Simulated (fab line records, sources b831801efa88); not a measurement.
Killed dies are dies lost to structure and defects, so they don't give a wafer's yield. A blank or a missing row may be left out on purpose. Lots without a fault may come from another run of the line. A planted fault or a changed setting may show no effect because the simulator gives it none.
Problem report in the 8D (eight disciplines) form, filled by code | flow gf180mcu | the parts of the form that need people (team, actions taken, sign-off) are left out

1. THE PROBLEM
beam_energy_keV at GF_HV_LDD_IMPLANT_48 reads a mean of 26.584 on 6 wafers of 2 lots; wafers without a fault read 25.000 with a standard deviation of 0.0076. That is +99 or more standard deviations from the usual mean.
First seen on wafer L936.2, day 16 07:53, on implanter-02. The record holds 39 wafers of 13 lots with a number at this step. Rule for "out", or "out of limits": more than 4 standard deviations from the usual mean. The other wafers with a number count as sound.

2. WHAT IT IS AND WHAT IT IS NOT
question                    | is                     | is not
which readings at this step | beam_energy_keV        | -
which lots                  | L936, L937             | L926, L927, L931, L934, L935, L938, L940, L943, L945, L946, L947
which wafers of those lots  | all that have a number | -
read on which tools         | implanter-02           | implanter-01, implanter-03
when                        | from day 16 07:53      | up to then (15 sound wafers); but 18 sound wafers of L938, L940, L943, L945, L946, L947 came after

3. SUSPECTS, AND WHAT RULES EACH OUT
Counting: a tool at a process step up to the reading stays a suspect if it ran every lot that is out and no sound lot after the first of them.
- implanter-02 at GF_HV_LDD_IMPLANT_48: kept. It ran every lot that is out, first L936 (day 16 07:53), and no sound lot after that; its last sound lot up to then is L935 (day 16 07:20). Its own readings are out on those wafers: beam_energy_keV.
Left after counting: implanter-02 at GF_HV_LDD_IMPLANT_48.

4. THE CAUSE (what the simulator had put in)
Process parameter drift: implanter-02, from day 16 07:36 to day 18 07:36, at GF_HV_LDD_IMPLANT_48. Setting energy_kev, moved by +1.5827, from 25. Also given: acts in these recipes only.
Counting left only this tool.

5. THE CHAIN OF EFFECTS, in route order
Each row: a reading whose mean over the struck wafers that have a number lies more than 3 standard deviations from the usual. Only readings for which the record gives a usual standard deviation are gone through. hours: the time from each lot's start at the first step in this table that gives one to its start at this step, as a median over the lots. sigmas: the change in usual standard deviations.
hours | step                 | reading         | usual  | on struck wafers | change | sigmas
0     | GF_HV_LDD_IMPLANT_48 | beam_energy_keV | 25.000 | 26.584           | +1.584 | +99 or more
The process steps in it:
- GF_HV_LDD_IMPLANT_48
Later measuring or inspecting steps at which every struck wafer that the step has a row for has a number for every such reading, and none has moved that far: GF_HV_LDD_TW_MEAS_50, GF_SALICIDE_RS_MEAS_04, GF_SALICIDE_THK_MEAS_05.

6. WHAT WOULD HAVE CAUGHT IT SOONER
In this record the first reading out of limits was taken at day 16 07:53, 0 hours after the fault began at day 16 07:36.
